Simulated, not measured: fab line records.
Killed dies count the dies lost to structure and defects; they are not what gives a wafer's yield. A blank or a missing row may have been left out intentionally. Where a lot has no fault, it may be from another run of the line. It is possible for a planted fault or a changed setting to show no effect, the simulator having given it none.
A lot that was struck, set against a sound lot	flow sky130	16 steps out of a route of 708
Sound: the wafers L914.3, L914.5, L914.6. Struck: wafer L925.2 (L925.3, L925.6, from the same lot, were not struck and are left out); the cause is given at the end.
Each step with rows lists, per side, the tool, then ch with its chambers, then its first start. Under that, the readings that differ: sound wafers	struck wafers	difference of the means	sigmas: that difference in standard deviations of wafers without a fault.
alike: words and numbers the same on both sides, and readings whose means are apart by under 2 such deviations; not compared: readings that were withheld, readings missing a value for some wafer, numbers with overlapping values and no deviation given by the record, and bounds like >300 which may hide the same value.
The two part at a step that has a row with sigmas, a row that says differs or no value, or rows on one side only. Numbers that have no deviation but don't overlap get no sigmas and don't part them. A reading that every wafer of one side lacks parts them only if that side has two wafers or more.

SKY_METAL5_SPUTTER_03: material Ti, target thk 5 nm, time 3.3 s.
  sound: pvdSputter-02 at day 45 03:12; struck: pvdSputter-04 at day 48 05:02
  alike: chamberPressurePa, throttleValvePct
SKY_METAL5_SPUTTER_04: material TiN, target thk 70 nm, time 58.3 s.
  sound: pvdSputter-02 at day 45 03:13; struck: pvdSputter-04 at day 48 05:02
  alike: chamberPressurePa, throttleValvePct
SKY_METAL5_RS_MEAS_05: a four-point-probe measurement.
  sound: filmMetro-02 at day 45 03:19; struck: filmMetro-02 at day 48 05:07
  alike: METAL5_ALCU_RS
SKY_METAL5_THK_MEAS_06: measures by xrf.
  sound: filmMetro-02 at day 45 03:25; struck: filmMetro-02 at day 48 05:13
  alike: METAL5_ALCU_THK
then, 7 steps without rows for these wafers: SKY_METAL5_DEHYDRATE_07 (time 60 s); SKY_METAL5_HMDS_08 (prime time 60 s); SKY_METAL5_COAT_09 (resist thk 1800 nm); SKY_METAL5_SOFTBAKE_10 (time 60 s); SKY_METAL5_EXPOSE_11 (exposes mask MM5, target cd 1600 nm); SKY_METAL5_PEB_12; SKY_METAL5_DEVELOP_13 (develop time 60 s).
SKY_METAL5_DESCUM_14: chemistry O2, time 11 s.
  sound on rieMetal-03 ch 0,1, day 45 23:55; struck on rieMetal-03 ch 1, day 48 23:03
reading	sound	struck	difference	sigmas
rfHoursCounterH (h)	- - -	29	no value on the sound wafers	
  alike: chamberPressureMTorr, drypumpMotorCurrentA, heBacksideLeakSccm, oesProductAu
SKY_METAL5_METAL_ETCH_15: etches the open film in Cl2/BCl3, stops on SiO2, target depth 1260 nm, time 252 s.
  sound on rieMetal-03 ch 0,1, day 46 00:01; struck on rieMetal-03 ch 1, day 48 23:05
reading	sound	struck	difference	sigmas
biasW (W)	48.70 48.43 48.76	59.87	+11.24	+75
rfHoursCounterH (h)	- - -	29	no value on the sound wafers	
model.NOVOLAK_of_METAL5_COAT_09.thkNm (nm)	1015 1014 1019	961.9	-54.1	
model.SiO2_of_VIA4_HDPCVD_00.thkNm (nm)	549.5 549.7 548.7	543.4	-5.9	
  alike: chamberPressureMTorr, drypumpMotorCurrentA, heBacksideLeakSccm, oesProductAu, throttleValvePct
SKY_METAL5_STRIP_16: strips in O2/N2.
  sound on plasmaAsher-02 ch 0,1, day 46 00:13; struck on plasmaAsher-02 ch 1, day 48 23:19
reading	sound	struck	difference	sigmas
oesProductAu (a.u.)	0.703 0.708 0.697	0.715	+0.012	+3
rfHoursCounterH (h)	- - -	8	no value on the sound wafers	
stripTimeToEndpointS (s)	12.82 12.83 12.89	12.31	-0.54	-5
  alike: chamberPressureMTorr, drypumpMotorCurrentA
then, 1 step without rows for these wafers: SKY_METAL5_STRIP_17 (strips in post etch residue remover, time 1200 s).
SKY_PAD_OPEN_PROBE_99:
  sound: prober-01 at day 47 18:52; struck: prober-02 at day 50 12:06
reading	sound	struck	difference	sigmas
killedOnRim	20 24 13	8	-11	-3
  alike: defectLimitedYield, killed_at_M0_to_M3, killed_at_M4_up, killedAtContacts, killedAtFrontEnd, killedAtOther, killedDies, killedOpen, killedShort, sort_bin_3_pad_short, sort_bin_5_function, sort_bin_6_memory, sortNPass, sortYieldPct

WHERE THEY PART
Earliest at SKY_METAL5_DESCUM_14; latest, in this record, at SKY_PAD_OPEN_PROBE_99.

WHY: what had been put in by the simulator
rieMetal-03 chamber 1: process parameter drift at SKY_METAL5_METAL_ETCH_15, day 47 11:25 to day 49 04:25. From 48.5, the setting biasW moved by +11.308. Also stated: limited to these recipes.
